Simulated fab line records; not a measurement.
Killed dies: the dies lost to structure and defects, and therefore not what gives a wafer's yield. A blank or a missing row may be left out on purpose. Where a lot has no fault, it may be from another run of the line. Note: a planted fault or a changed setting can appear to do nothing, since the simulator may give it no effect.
A single fault, viewed from 2 desks || flow gf180mcu || each desk holds nothing but its own numbers, with what lay behind them at the end

## TOOL OWNER'S DESK, furnace-01
The tool's own readings at GF_DUAL_GATE_OXIDATION_02 (stabilise 600 s, purge 300 s, target thk 10.887 nm): means of the sampled wafers that have a number, for each lot that ran on this tool. A lot is out of limits, marked OUT, if its mean lies more than 4 standard deviations from the usual mean; the brackets give that distance.
Columns: A = spikeTcLowerC at GF_DUAL_GATE_OXIDATION_02, usual 899.8 C; B = tube_center_temp_C_max at GF_DUAL_GATE_OXIDATION_02, usual 902.4
{"lot": "L510", "first seen here": "day 7 22:31", "A": 900.5, "B": 902.6}
{"lot": "L511", "first seen here": "day 7 22:31", "A": 900.5, "B": 902.3}
{"lot": "L512", "first seen here": "day 8 05:36", "A": 899.2, "B": 902.1}
{"lot": "L520", "first seen here": "day 10 15:07", "A": 899.5, "B": 902.1}
{"lot": "L521", "first seen here": "day 10 20:31", "A": 899.8, "B": 902.6}
{"lot": "L522", "first seen here": "day 10 21:58", "A": 899.5, "B": 902.5}
{"lot": "L532", "first seen here": "day 13 19:35", "A": 899.9, "B": 902.4}
{"lot": "L533", "first seen here": "day 14 04:07", "A": 899.4, "B": 902.1}
This desk found nothing out of limits on any of the 8 lots.

## METROLOGY DESK
What the gauges read, lot by lot, whatever tool the lot ran on: means of the sampled wafers that have a number. A lot is out of limits, marked OUT, if its mean lies more than 4 standard deviations from the usual mean; the brackets give that distance.
Columns: A = INCOMING_BOW at GF_STI_BOW_MEAS_00, usual 0 um; B = MVSD_OVL at GF_MVSD_OVL_MEAS_07, usual -0.4 nm; C = VT_IMPLANT_TW at GF_VT_IMPLANT_TW_MEAS_10, usual 566.5; D = DUAL_GATE_OXIDATION_00_THK at GF_DUAL_GATE_THK_MEAS_03, usual 10.87 nm
{"lot": "L510", "first seen here": "day 1 10:01", "A": -3, "B": -2.3, "C": 560.6, "D": 11.13}
{"lot": "L511", "first seen here": "day 1 15:00", "A": 2, "B": -2.9, "C": 565.7, "D": 10.99}
{"lot": "L512", "first seen here": "day 1 20:00", "A": -1, "B": -2.1, "C": 566.1, "D": 11.25}
{"lot": "L514", "first seen here": "day 2 06:00", "A": 3, "B": -0.5, "C": 568.8, "D": 10.79}
{"lot": "L520", "first seen here": "day 3 12:00", "A": 5, "B": 1.3, "C": 564.8, "D": 10.57}
{"lot": "L521", "first seen here": "day 3 17:01", "A": -7, "B": 1.5, "C": 565.9, "D": "12.22 (+5.6) OUT"}
{"lot": "L522", "first seen here": "day 3 22:00", "A": -1, "B": -1.8, "C": 566.1, "D": "12.01 (+4.7) OUT"}
{"lot": "L523", "first seen here": "day 4 03:01", "A": -5, "B": -1.3, "C": 565.9, "D": 11.35}
{"lot": "L524", "first seen here": "day 4 08:02", "A": 3, "B": -0.6, "C": 566.9, "D": 10.78}
{"lot": "L526", "first seen here": "day 4 18:01", "A": -5, "B": -2.3, "C": 564.9, "D": 10.65}
{"lot": "L528", "first seen here": "day 5 04:02", "A": 4, "B": 1.6, "C": 565.6, "D": 10.87}
{"lot": "L529", "first seen here": "day 5 09:01", "A": -4, "B": -0.5, "C": 564.6, "D": 10.94}
{"lot": "L532", "first seen here": "day 6 00:00", "A": -1, "B": -1.6, "C": 569.2, "D": 11.02}
{"lot": "L533", "first seen here": "day 6 05:00", "A": 3, "B": 0.5, "C": 564.6, "D": 10.75}
This desk reports L521, L522 out of limits; the earliest was L521 at day 10 21:58 (DUAL_GATE_OXIDATION_00_THK at GF_DUAL_GATE_THK_MEAS_03). Within limits: L510, L511, L512, L514, L520, L523, L524, L526, L528, L529, L532, L533.

## ALL TOGETHER
At day 10 21:58 the metrology desk could have sounded an alarm, on L521, L522.
The desk of the tool owner found nothing out of limits.
On record at the tool owner's desk: L521, L522, within its limits.
Of the lots named, all ran GF_DUAL_GATE_OXIDATION_02 on furnace-01.

## WHAT WAS PUT IN BY THE SIMULATOR
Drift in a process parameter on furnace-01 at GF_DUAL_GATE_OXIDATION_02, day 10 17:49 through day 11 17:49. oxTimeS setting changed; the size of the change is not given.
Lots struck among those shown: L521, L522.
Hours from the fault's start to each desk's first reading out of limits: the metrology desk, 4.
